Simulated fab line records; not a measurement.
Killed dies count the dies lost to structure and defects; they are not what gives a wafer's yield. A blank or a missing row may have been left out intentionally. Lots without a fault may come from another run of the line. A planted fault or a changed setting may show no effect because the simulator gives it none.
Comparing a struck lot with a sound one    flow sky130    30 steps out of a route of 708
Sound: the wafers L443.1, L443.3, L443.4. Struck: wafer L457.2. (L457.4, L457.6 of the same lot were not struck and are left out.) The cause comes at the end.
Order at every step that has rows: each side's tool, ch and its chambers, its first start. Under that, the readings that differ: sound wafers    struck wafers    difference of the means    sigmas: that difference in standard deviations of wafers without a fault.
alike: readings with means less than 2 such deviations apart, plus words and numbers identical on both sides. not compared: withheld readings, readings lacking a value on some wafer, bounds such as >300 that could conceal the same value, and numbers that have no deviation in the record and whose values overlap.
The two part at a step that has a row with sigmas, a row that says differs or no value, or rows on one side only. Non-overlapping numbers with no deviation appear without sigmas and do not part them. A reading missing from all wafers of one side parts the sides only when that side holds two or more wafers.

first, 3 steps without rows for these wafers: SKY_METAL2_EXPOSE_12 (exposes mask MM2, target cd 140 nm); SKY_METAL2_PEB_13; SKY_METAL2_DEVELOP_14 (develop time 60 s).
SKY_METAL2_CD_MEAS_15: the cd target is 140 nm.
  sound: cdSem-02 at day 35 03:15; struck: cdSem-02 at day 39 19:17
  alike: cdNm
SKY_METAL2_OVL_MEAS_16:
  sound: overlay-02 at day 35 03:22; struck: overlay-01 at day 39 19:23
reading          sound    struck  difference  sigmas
METAL2_OVL (nm)  -3 -8 0  9       +13         +3
SKY_METAL2_DESCUM_17: chemistry O2, time 8 s.
  sound on rieMetal-04 ch 0,1, day 35 03:25; struck on rieMetal-04 ch 1, day 39 19:25
  alike: chamberPressureMTorr, drypumpMotorCurrentA, heBacksideLeakSccm, oesProductAu
  not compared: rfHoursCounterH
SKY_METAL2_ETCH_18: etches BARC in N2/H2, stops on SiO2, time 45.9 s, target depth 60 nm.
  sound on rieMetal-04 ch 0,1, day 35 03:26; struck on rieMetal-04 ch 1, day 39 19:30
  alike: chamberPressureMTorr, drypumpMotorCurrentA, heBacksideLeakSccm, oesProductAu, throttleValvePct
  not compared: rfHoursCounterH
SKY_METAL2_METAL_ETCH_19: etches the open film in Cl2/BCl3, stops on SiO2, target depth 360 nm, time 78 s.
  sound on rieMetal-04 ch 0,1, day 35 03:30; struck on rieMetal-04 ch 1, day 39 19:38
  alike: chamberPressureMTorr, drypumpMotorCurrentA, heBacksideLeakSccm, oesProductAu, throttleValvePct
  not compared: rfHoursCounterH
then, 4 steps without rows for these wafers: SKY_METAL2_STRIP_20 (strips in O2/N2); SKY_METAL2_STRIP_21 (strips in post etch residue remover, time 1200 s); SKY_METAL2_CLEAN_22 (cleans in IPA, time 180 s); SKY_METAL2_CLEAN_23 (cleans in O3/DIW).
SKY_VIA2_HDPCVD_00: deposits SiO2, target thk 1180 nm, time 196.7 s.
  sound on hdpcvd-02 ch 0,1,2, day 35 04:11; struck on hdpcvd-02 ch 0,1,2, day 39 20:25
SKY_VIA2_THK_MEAS_01:
  sound: filmMetro-04 at day 35 04:19; struck: filmMetro-04 at day 39 20:33
reading               sound           struck  difference  sigmas
VIA2_HDPCVD_THK (nm)  1160 1169 1157  988     -174        -12
then, 1 step without rows for these wafers: SKY_VIA2_CMP_02 (polishes SiO2).
SKY_VIA2_BOW_MEAS_03:
  sound: filmMetro-02 at day 35 04:40; struck: filmMetro-01 at day 39 20:55
  alike: VIA2_BOW
then, 8 steps without rows for these wafers: SKY_VIA2_DEHYDRATE_04 (time 60 s); SKY_VIA2_HMDS_05 (prime time 60 s); SKY_VIA2_COAT_06 (resist thk 60 nm); SKY_VIA2_COAT_07 (resist thk 450 nm); SKY_VIA2_SOFTBAKE_08 (time 90 s); SKY_VIA2_EXPOSE_09 (exposes mask VIM2, target cd 200 nm); SKY_VIA2_PEB_10; SKY_VIA2_DEVELOP_11 (develop time 60 s).
SKY_VIA2_CD_MEAS_12: the cd target is 200 nm.
  sound: cdSem-02 at day 36 06:07; struck: cdSem-01 at day 40 21:08
  alike: cdNm
SKY_VIA2_OVL_MEAS_13:
  sound: overlay-02 at day 36 06:14; struck: overlay-02 at day 40 21:14
  alike: VIA2_OVL
SKY_VIA2_ETCH_14: etches BARC in N2/H2, stops on SiO2, time 45.9 s, target depth 60 nm.
  sound on rieDiel-01 ch 0,2,3, day 36 06:16; struck on rieDiel-01 ch 1, day 40 21:16
reading               sound                 struck  difference  sigmas
throttleValvePct (%)  13.216 13.215 13.226  13.242  +0.023      +3
  alike: chamberPressureMTorr, drypumpMotorCurrentA, oesProductAu
  not compared: rfHoursCounterH
SKY_VIA2_ETCH_15: etches SiO2 in C4F8/O2/Ar, stops on TiN, target depth 546 nm, time 84 s.
  sound on rieDiel-01 ch 0,2,3, day 36 06:18; struck on rieDiel-01 ch 1, day 40 21:19
reading              sound              struck  difference  sigmas
oesProductAu (a.u.)  0.942 0.945 0.940  0.745   -0.197      -41
  alike: chamberPressureMTorr
  not compared: rfHoursCounterH
SKY_VIA2_STRIP_16: strips in O2/N2.
  sound on plasmaAsher-03 ch 0,1, day 36 06:22; struck on plasmaAsher-02 ch 1, day 40 21:22
  alike: chamberPressureMTorr, drypumpMotorCurrentA, oesProductAu, stripTimeToEndpointS
  not compared: rfHoursCounterH
-- the record jumps here: 9 days lie between the struck wafers' starts before and after (it left off in module VIA2 and takes up again in module PAD_OPEN, whose first step shown is number 708 of the route) --
SKY_PAD_OPEN_PROBE_99:
  sound: prober-02 at day 45 15:29; struck: prober-02 at day 49 10:37
reading                                sound                struck     difference  sigmas
defectLimitedYield (%)                 79.9 83.9 83.9       66.9       -15.7       -8
killed_at_M0_to_M3                     42 40 37             114        +74         +10
killedDies                             99 79 79             163        +77         +8
killedOnRim                            22 16 21             72         +52         +14
model.etest.tester.sortNPass           393 413 413          245        -161        
model.etest.tester.sortYieldPct (%)    79.88 83.94 83.94    49.8       -32.8       
model.etest.tester.sort_bin_5_pct (%)  12.8 8.74 7.927      28.25      +18.43      
model.etest.tester.sort_bin_3_pct (%)  0.6098 0.813 0.4065  14.23      +13.62      
model.etest.tester.sort_bin_8_pct (%)  0 0 0                1.226e-06  +1.226e-06  
  alike: killed_at_M4_up, killedAtContacts, killedAtFrontEnd, killedAtOther, killedOpen, killedShort

WHERE THEY PART
At SKY_METAL2_OVL_MEAS_16 first; at SKY_PAD_OPEN_PROBE_99 last (within this record only).

WHY: what the simulator had put in
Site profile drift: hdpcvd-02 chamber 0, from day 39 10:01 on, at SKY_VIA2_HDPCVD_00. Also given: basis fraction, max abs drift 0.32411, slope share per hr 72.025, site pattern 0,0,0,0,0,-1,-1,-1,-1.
